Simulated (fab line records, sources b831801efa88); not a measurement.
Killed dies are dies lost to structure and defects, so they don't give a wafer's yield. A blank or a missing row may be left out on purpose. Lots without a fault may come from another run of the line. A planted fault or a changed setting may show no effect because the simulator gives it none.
Problem report in the 8D (eight disciplines) form, filled by code | flow gf180mcu | the parts of the form that need people (team, actions taken, sign-off) are left out

1. THE PROBLEM
beam_energy_keV at GF_HV_LDD_IMPLANT_21 reads a mean of 25.689 on 6 wafers of 2 lots; wafers without a fault read 24.999 with a standard deviation of 0.0087. That is +79 standard deviations from the usual mean.
First seen on wafer L348.1, day 12 07:05, on implanter-04. The record holds 18 wafers of 6 lots with a number at this step. Rule for "out", or "out of limits": more than 4 standard deviations from the usual mean. The other wafers with a number count as sound.

2. WHAT IT IS AND WHAT IT IS NOT
question                    | is                     | is not
which readings at this step | beam_energy_keV        | beam_on_s, faraday_current_uA
which lots                  | L348, L352             | L346, L361, L364, L365
which wafers of those lots  | all that have a number | -
read on which tools         | implanter-04           | implanter-03
when                        | from day 12 07:05      | up to then (3 sound wafers); but 9 sound wafers of L361, L364, L365 came after

3. SUSPECTS, AND WHAT RULES EACH OUT
Counting: a tool at a process step up to the reading stays a suspect if it ran every lot that is out and no sound lot after the first of them.
- implanter-04 at GF_HV_LDD_IMPLANT_21: ruled out as a lasting fault. Sound lots L365 ran on it after its first lot that is out, L348 (day 12 07:05).
Left after counting: nothing in the record.

4. THE CAUSE (what the simulator had put in)
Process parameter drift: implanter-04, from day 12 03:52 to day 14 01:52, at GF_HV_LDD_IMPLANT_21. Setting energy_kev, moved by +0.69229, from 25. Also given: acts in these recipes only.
Counting ruled it out, wrongly.

5. THE CHAIN OF EFFECTS, in route order
Each row: a reading whose mean over the struck wafers that have a number lies more than 3 standard deviations from the usual. Only readings for which the record gives a usual standard deviation are gone through. hours: the time from each lot's start at the first step in this table that gives one to its start at this step, as a median over the lots. sigmas: the change in usual standard deviations.
hours | step                 | reading         | usual  | on struck wafers | change | sigmas
0     | GF_HV_LDD_IMPLANT_21 | beam_energy_keV | 24.999 | 25.689           | +0.691 | +79
The process steps in it:
- GF_HV_LDD_IMPLANT_21

6. WHAT WOULD HAVE CAUGHT IT SOONER
In this record the first reading out of limits was taken at day 12 07:05, 3 hours after the fault began at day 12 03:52.
